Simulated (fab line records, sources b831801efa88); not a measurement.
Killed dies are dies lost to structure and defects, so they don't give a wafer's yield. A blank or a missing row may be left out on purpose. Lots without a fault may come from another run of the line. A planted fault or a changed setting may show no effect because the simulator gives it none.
Which tool did it? | flow sky130 | 12 lots, 36 wafers sampled, at 4 steps of a route of 708

WHAT THE GAUGES READ, wafer by wafer
SKY_NWELL_OVL_MEAS_10.
lot  | measured     | on         | NWELL_00_OVL (nm)
L945 | day 5 15:52  | overlay-02 | 0.3 -0.9 -0.2
L946 | day 5 20:08  | overlay-01 | 0.1 0.6 2.4
L949 | day 6 14:20  | overlay-02 | 1.3 -0.6 -0.2
L951 | day 6 22:59  | overlay-02 | -0.6 -2.1 -2.2
L952 | day 7 02:28  | overlay-01 | 0.5 -1.9 -1.5
L954 | day 7 16:38  | overlay-01 | -1.3 -3.0 -3.4
L955 | day 8 01:11  | overlay-02 | 0.1 2.1 0.5
L956 | day 8 04:02  | overlay-01 | -2.3 -1.4 -3.3
L958 | day 8 19:16  | overlay-02 | -1.4 0.7 -0.6
L959 | day 9 01:31  | overlay-01 | 1.4 -0.6 -0.4
L960 | day 9 03:11  | overlay-01 | -1.5 -0.8 -3.0
L964 | day 10 13:59 | overlay-01 | -2.2 -2.4 -0.5

SKY_VT_ADJUST_HVTP_OVL_MEAS_08.
lot  | measured     | on         | VT_ADJUST_HVTP_OVL (nm)
L945 | day 7 06:11  | overlay-02 | 0.4 -0.5 -0.8
L946 | day 7 11:21  | overlay-02 | 3.1 0.8 2.1
L949 | day 8 05:55  | overlay-02 | 0.6 0.9 -0.5
L951 | day 8 15:30  | overlay-01 | -0.5 1.0 0.9
L952 | day 8 19:52  | overlay-02 | 2.0 1.7 1.4
L954 | day 9 10:45  | overlay-02 | -1.0 -1.9 -1.0
L955 | day 9 19:12  | overlay-02 | 38.3 39.1 37.8
L956 | day 9 23:01  | overlay-01 | 38.7 37.5 37.4
L958 | day 10 16:29 | overlay-02 | 2.4 2.3 2.1
L959 | day 11 01:02 | overlay-01 | 38.4 38.8 39.6
L960 | day 10 23:56 | overlay-01 | 38.5 38.0 37.1
L964 | day 12 16:06 | overlay-02 | -0.1 0.6 -0.3

WHICH TOOL RAN EACH LOT (tool, then ch and the chambers of the sampled wafers, then the start)
lot  | SKY_DNWELL_STRIP_08                 | SKY_VT_ADJUST_HVTP_EXPOSE_04
L945 | plasma_asher-02 ch 0,1, day 4 04:13 | iline_stepper-01 ch 0, day 6 20:49
L946 | plasma_asher-01 ch 0,1, day 4 08:11 | iline_stepper-01 ch 0, day 7 01:35
L949 | plasma_asher-04 ch 0,1, day 5 01:31 | iline_stepper-02 ch 0, day 7 20:38
L951 | plasma_asher-04 ch 0,1, day 5 09:36 | iline_stepper-02 ch 0, day 8 05:35
L952 | plasma_asher-01 ch 0,1, day 5 14:10 | iline_stepper-01 ch 0, day 8 09:42
L954 | plasma_asher-01 ch 0,1, day 6 02:27 | iline_stepper-01 ch 0, day 8 23:44
L955 | plasma_asher-04 ch 0,1, day 6 10:20 | iline_stepper-01 ch 0, day 9 09:17
L956 | plasma_asher-02 ch 0,1, day 6 13:06 | iline_stepper-01 ch 0, day 9 12:38
L958 | plasma_asher-01 ch 0,1, day 7 03:11 | iline_stepper-02 ch 0, day 10 05:46
L959 | plasma_asher-04 ch 0,1, day 7 09:16 | iline_stepper-01 ch 0, day 10 13:37
L960 | plasma_asher-02 ch 0,1, day 7 11:05 | iline_stepper-01 ch 0, day 10 12:51
L964 | plasma_asher-04 ch 0,1, day 8 17:39 | iline_stepper-02 ch 0, day 12 03:32
- SKY_DNWELL_STRIP_08: strips in O2/N2.
- SKY_VT_ADJUST_HVTP_EXPOSE_04: exposes mask HVTPM, target cd 380 nm.

WHAT THE TOOLS THEMSELVES READ (means of the sampled wafers that have a number; where no wafer has one, the mark that the record gives instead)
SKY_DNWELL_STRIP_08.
lot  | tool            | drypump_motor_current_A (A) | oes_product_au (a.u.) | strip_time_to_endpoint_s (s)
L945 | plasma_asher-02 | 5.78                        | 0.719                 | 36.85
L946 | plasma_asher-01 | 5.66                        | 0.726                 | 36.95
L949 | plasma_asher-04 | 5.83                        | 0.719                 | 36.88
L951 | plasma_asher-04 | 5.82                        | 0.720                 | 36.80
L952 | plasma_asher-01 | 5.64                        | 0.723                 | 36.98
L954 | plasma_asher-01 | 5.57                        | 0.722                 | 36.98
L955 | plasma_asher-04 | 5.82                        | 0.723                 | 36.82
L956 | plasma_asher-02 | 5.78                        | 0.721                 | 36.80
L958 | plasma_asher-01 | 5.65                        | 0.719                 | 36.99
L959 | plasma_asher-04 | 5.78                        | 0.718                 | 36.98
L960 | plasma_asher-02 | 5.71                        | 0.718                 | 36.89
L964 | plasma_asher-04 | 5.78                        | 0.723                 | 36.92

THE ANSWER, worked out from the rows above alone
Rule: what is usual is taken from the lots themselves. Put in order of their means at a reading, lots are off if they are a third of the lots or fewer, leave a main group of 4 or more, and stand apart from it by a gap of 3 or more times the standard deviation of the main group's means; of several such gaps the widest counts. A main group whose means are all the same, to the digits that the tables above print for the reading, isn't used. A lot without any number at a reading at which 4 lots or more have one is off too. The other lots that the step has rows for count as sound. The gauges are gone through in route order, then the tools' own readings, and for those a lot's mean is taken as printed above. The first step at which some lot is off is used, and at that step the reading that is off furthest; a lot without a number counts as furthest.
Off: L955, L956, L959, L960, at SKY_VT_ADJUST_HVTP_OVL_MEAS_08 (VT_ADJUST_HVTP_OVL). The main group: mean 0.7 nm, standard deviation 1.2.
A tool fits if, at a process step before that reading, it ran every lot that is off, and no sound lot after the first of them. The gauges at SKY_VT_ADJUST_HVTP_OVL_MEAS_08 are tried like those tools. One fits: iline_stepper-01 at SKY_VT_ADJUST_HVTP_EXPOSE_04. Its last sound lot is L954 (day 8 23:44), its first lot that is off L955 (day 9 09:17): a fault that began between those two fits.

WHAT THE SIMULATOR HAD PUT IN
Scanner matching overlay: iline_stepper-01, from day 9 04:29 on, at SKY_VT_ADJUST_HVTP_EXPOSE_04. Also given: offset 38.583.
Lots struck among those shown: L955, L956, L959, L960. The rule above found the same.
